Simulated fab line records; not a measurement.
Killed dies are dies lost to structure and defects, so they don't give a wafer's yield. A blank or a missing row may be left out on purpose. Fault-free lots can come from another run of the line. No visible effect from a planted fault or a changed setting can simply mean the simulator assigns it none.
One fault through the eyes of 2 desks ; flow gf180mcu ; numbers are kept per desk, each desk with only its own; the story behind them comes last

## METROLOGY DESK
Lot by lot, what the gauges showed, no matter which tool ran the lot: averages of those sampled wafers that carry a number. The brackets show how far a lot's mean lies from the usual mean; more than 4 standard deviations puts the lot out of limits, marked OUT.
Columns: A = PASSIVATION_CVD_02_THK at GF_PASSIVATION_THK_MEAS_03, usual 703 nm
lot;first seen here;A
L591;day 28 01:40;710
L592;day 28 10:37;703
L593;day 29 02:42;699
L598;day 30 11:11;700
L599;day 30 11:46;710
L600;day 30 18:28;702
L605;day 32 15:34;694
L608;day 32 21:59;708
L609;day 33 04:01;708
L610;day 33 12:28;700
L611;day 33 18:25;704
L612;day 33 20:49;702
Result from this desk: across the 12 lots, nothing is out of limits.

## FOR THE TOOL OWNER'S DESK: cmp-02
The tool's own readings at GF_V5_CMP_04 (polishes SiO2): means of the sampled wafers that have a number, for each lot that ran on this tool. The brackets show how far a lot's mean lies from the usual mean; more than 4 standard deviations puts the lot out of limits, marked OUT.
Columns: A = motor-current-A at GF_V5_CMP_04, usual 12.1 A; B = retaining-ring-pressure-frac at GF_V5_CMP_04, usual 1.000
lot;first seen here;A;B
L592;day 26 15:38;12.3;0.998
L598;day 28 17:54;11.9;1.002
L599;day 28 18:53;13.0;1.001
L605;day 31 02:04;12.8;1.002
Result from this desk: across the 4 lots, nothing is out of limits.

## BROUGHT TOGETHER
The metrology desk saw nothing out of limits.
Nothing out of limits was seen by the tool owner's desk.

## WHAT HAD BEEN PUT IN BY THE SIMULATOR
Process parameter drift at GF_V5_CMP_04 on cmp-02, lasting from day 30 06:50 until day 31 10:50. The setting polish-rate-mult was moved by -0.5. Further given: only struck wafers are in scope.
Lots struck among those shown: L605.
